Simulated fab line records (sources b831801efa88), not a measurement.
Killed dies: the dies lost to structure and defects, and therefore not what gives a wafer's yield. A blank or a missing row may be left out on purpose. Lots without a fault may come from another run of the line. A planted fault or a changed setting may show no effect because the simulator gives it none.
A lot that was struck, set against a sound lot / flow sky130 / 21 steps out of a route of 708
Sound: the wafers L580.2, L580.3, L580.5. Wafers L592.2, L592.5, L592.6 were the ones struck. The cause comes at the end.
Each step with rows lists, per side, the tool, then ch with its chambers, then its first start. Under that, the readings that differ: sound wafers / struck wafers / difference of the means / sigmas: that difference in standard deviations of wafers without a fault.
alike: same words and numbers on both sides, and readings whose means sit less than 2 such deviations apart. not compared: any withheld reading, any reading some wafer has no value for, any bound like >300 that may hide the same value, and any number with overlapping values for which the record gives no deviation.
Wherever a step has rows on one side only, a row that says differs or no value, or a row with sigmas, the two part there. Numbers that don't overlap but have no deviation are shown without sigmas and don't part them. Lack of a reading on every wafer of one side parts them only where that side has two or more wafers.

SKY_SD_N_RS_MEAS_17: uses a four-point probe to measure.
  sound on film metro-03, day 28 18:55; struck on film metro-03, day 33 02:23
  alike: SD_P_RS
SKY_SD_N_RS_MEAS_18: uses a four-point probe to measure.
  sound on film metro-03, day 28 19:02; struck on film metro-03, day 33 02:31
  alike: RES_XHIGH_RS
then, 2 steps without rows for these wafers: SKY_SALICIDE_CLEAN_00 (cleans in HF-last, time 30 s); SKY_LI_CONTACT_HDPCVD_00 (deposits PSG, target thk 930 nm, time 155 s).
SKY_LI_CONTACT_THK_MEAS_01:
  sound on film metro-02, day 28 19:16; struck on film metro-03, day 33 02:44
  alike: LI_CONTACT_HDPCVD_THK
SKY_LI_CONTACT_CMP_02: polishes PSG.
  sound on cmp-02 ch 2,3, day 28 19:19; struck on cmp-01 ch 1,2,3, day 33 02:56
  alike: motor current A, platen rpm, time to endpoint s
SKY_LI_CONTACT_BOW_MEAS_03:
  sound on film metro-01, day 28 19:38; struck on film metro-01, day 33 03:07
reading=LI_CONTACT_BOW (um); sound=74 50 68; struck=49 56 47; difference=-13; sigmas=-2
then, 5 steps without rows for these wafers: SKY_LI_CONTACT_DEHYDRATE_04 (time 60 s); SKY_LI_CONTACT_HMDS_05 (prime time 60 s); SKY_LI_CONTACT_COAT_06 (resist thk 60 nm); SKY_LI_CONTACT_COAT_07 (resist thk 450 nm); SKY_LI_CONTACT_SOFTBAKE_08 (time 90 s).
SKY_LI_CONTACT_EXPOSE_09: exposes mask LICM1, target cd 170 nm.
  sound on krf scanner-01 ch 0, day 29 10:41; struck on krf scanner-01 ch 0, day 33 16:29
reading=exposure dose mJ cm2; sound=37.97 37.99 37.97; struck=38.80 38.77 38.76; difference=+0.80; sigmas=+22
  alike: mask
then, 2 steps without rows for these wafers: SKY_LI_CONTACT_PEB_10; SKY_LI_CONTACT_DEVELOP_11 (develop time 60 s).
SKY_LI_CONTACT_CD_MEAS_12 targets a cd of 170 nm.
  sound on cd sem-02, day 30 00:29; struck on cd sem-02, day 34 06:06
reading=cd nm (nm); sound=170.0 169.7 171.6; struck=145.5 157.3 145.5; difference=-21.0; sigmas=-16
SKY_LI_CONTACT_OVL_MEAS_13:
  sound on overlay-01, day 30 00:35; struck on overlay-01, day 34 06:13
  alike: LI_CONTACT_OVL
SKY_LI_CONTACT_ETCH_14: etches BARC in N2/H2, stops on SiO2, time 45.9 s, target depth 60 nm.
  sound on rie diel-02 ch 1,2, day 30 00:37; struck on rie diel-01 ch 0,3, day 34 06:14
reading=model.LI_CONTACT.cd nm (nm); sound=171 170.2 173; struck=144.9 156.4 144.9; difference=-22.7; sigmas=
  alike: chamber pressure mTorr, drypump motor current A, oes product au, throttle valve pct
  not compared: rf hours counter h
SKY_LI_CONTACT_ETCH_15: etches PSG in C4F8/O2/Ar, stops on Si, target depth 600 nm.
  sound on rie diel-02 ch 1,2, day 30 00:40; struck on rie diel-01 ch 0,3, day 34 06:17
reading=model.LI_CONTACT.cd nm (nm); sound=171.1 171.2 172.7; struck=144.7 156.5 144.6; difference=-23.1; sigmas=
  alike: chamber pressure mTorr, oes product au
SKY_LI_CONTACT_STRIP_16: strips in O2/N2.
  sound on plasma asher-03 ch 0,1, day 30 00:45; struck on plasma asher-02 ch 0,1, day 34 06:22
  alike: chamber pressure mTorr, drypump motor current A, oes product au, strip time to endpoint s
  not compared: rf hours counter h
-- here the record skips 15 days between the struck wafers' starts before and after, leaving off in module LI_CONTACT and picking up in module PAD_OPEN (first step shown: number 708 of the route) --
SKY_PAD_OPEN_PROBE_99:
  sound on prober-01, day 46 12:19; struck on prober-01, day 49 09:58
reading=killed at contacts; sound=21 31 26; struck=121 27 97; difference=+56; sigmas=+10
reading=killed dies; sound=73 87 77; struck=180 93 170; difference=+69; sigmas=+7
reading=killed on rim; sound=9 15 16; struck=63 19 53; difference=+32; sigmas=+9
reading=model.etest.licon pdiff.rc ohm; sound=568.8 587.3 585.4; struck=764.7 661.8 740.3; difference=+141.8; sigmas=
reading=model.etest.pfet g5v0d10v5.r on ohm um; sound=4659 4701 4704; struck=4853 4750 4863; difference=+134; sigmas=
reading=model.etest.pfet_01v8.r on ohm um; sound=2799 2830 2806; struck=3094 2991 3032; difference=+227; sigmas=
reading=model.etest.licon high po.rc ohm; sound=349.1 333.5 330; struck=431.4 398.6 433.1; difference=+83.5; sigmas=
reading=model.etest.nfet g5v0d10v5.r on ohm um; sound=1843 1852 1850; struck=1950 1929 1924; difference=+86; sigmas=
reading=model.etest.licon ndiff.rc ohm; sound=186.2 181.7 180.4; struck=228.5 207.9 234.9; difference=+41.0; sigmas=
reading=model.etest.nfet_01v8.r on ohm um; sound=808.7 812.2 812.3; struck=878.2 857.7 868.1; difference=+56.9; sigmas=
reading=model.etest.sonos uncharged.r on ohm um; sound=793.9 808.5 797.3; struck=848.9 825.1 853.7; difference=+42.7; sigmas=
  alike: killed_at_M0_to_M3, killed_at_M4_up, killed at front end, killed at other, killed open, killed short

## WHERE THEY PART
Last at SKY_PAD_OPEN_PROBE_99 as far as this record goes, first at SKY_LI_CONTACT_BOW_MEAS_03.

WHY: the cause the simulator had injected
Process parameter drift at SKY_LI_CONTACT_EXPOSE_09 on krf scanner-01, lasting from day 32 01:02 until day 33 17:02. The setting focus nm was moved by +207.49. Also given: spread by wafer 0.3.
